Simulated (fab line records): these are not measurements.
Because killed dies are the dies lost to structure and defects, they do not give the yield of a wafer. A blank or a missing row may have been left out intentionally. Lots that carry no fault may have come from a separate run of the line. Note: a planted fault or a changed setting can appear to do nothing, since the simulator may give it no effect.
The tool behind it: which one? -- flow gf180mcu -- 6 lots, 18 wafers sampled, at 2 steps of a route of 602

WHAT EACH GAUGE READ, for each wafer
GF_HV_LDD_TW_MEAS_11.
lot,measured,on,HV_LDD_TW
L402,day 10 10:09,film metro-02,2394 2392 2398
L407,day 11 19:38,film metro-04,1238 1244 1225
L409,day 12 10:19,film metro-04,1243 1246 1251
L415,day 14 14:11,film metro-04,2426 2420 2426
L420,day 15 23:51,film metro-03,2405 2401 2410
L422,day 16 11:45,film metro-03,2392 2407 2421

WHICH TOOL RAN EACH LOT (tool, then ch and the chambers of the sampled wafers, then the start)
lot,GF_HV_LDD_IMPLANT_09
L402,"implanter-03 ch 0, day 10 09:55"
L407,"implanter-01 ch 0, day 11 19:24"
L409,"implanter-01 ch 0, day 12 10:04"
L415,"implanter-04 ch 0, day 14 13:56"
L420,"implanter-01 ch 0, day 15 23:39"
L422,"implanter-04 ch 0, day 16 11:31"
- GF_HV_LDD_IMPLANT_09

THE ANSWER, worked out from the rows above alone
Rule: usual is defined by the lots themselves. Put in order of their means at a reading, lots are off if they are a third of the lots or fewer, leave a main group of 4 or more, and stand apart from it by a gap of 3 or more times the standard deviation of the main group's means; of several such gaps the widest counts. The tables above print the reading to a certain number of digits; a main group whose means all agree to those digits is not used. Also off: a lot with no number at a reading for which 4 or more lots have one. Any other lot the step has rows for is counted as sound.
Off: L407, L409, seen at GF_HV_LDD_TW_MEAS_11 (HV_LDD_TW). Main group: mean 2408, sd 11.
If a tool, at a process step before that reading, ran all the lots that are off and no sound lot after the first of them, it fits. Those tools and the gauges at GF_HV_LDD_TW_MEAS_11 are tried in the same way. No candidate that was tried fits.

WHAT THE SIMULATOR HAD PUT IN
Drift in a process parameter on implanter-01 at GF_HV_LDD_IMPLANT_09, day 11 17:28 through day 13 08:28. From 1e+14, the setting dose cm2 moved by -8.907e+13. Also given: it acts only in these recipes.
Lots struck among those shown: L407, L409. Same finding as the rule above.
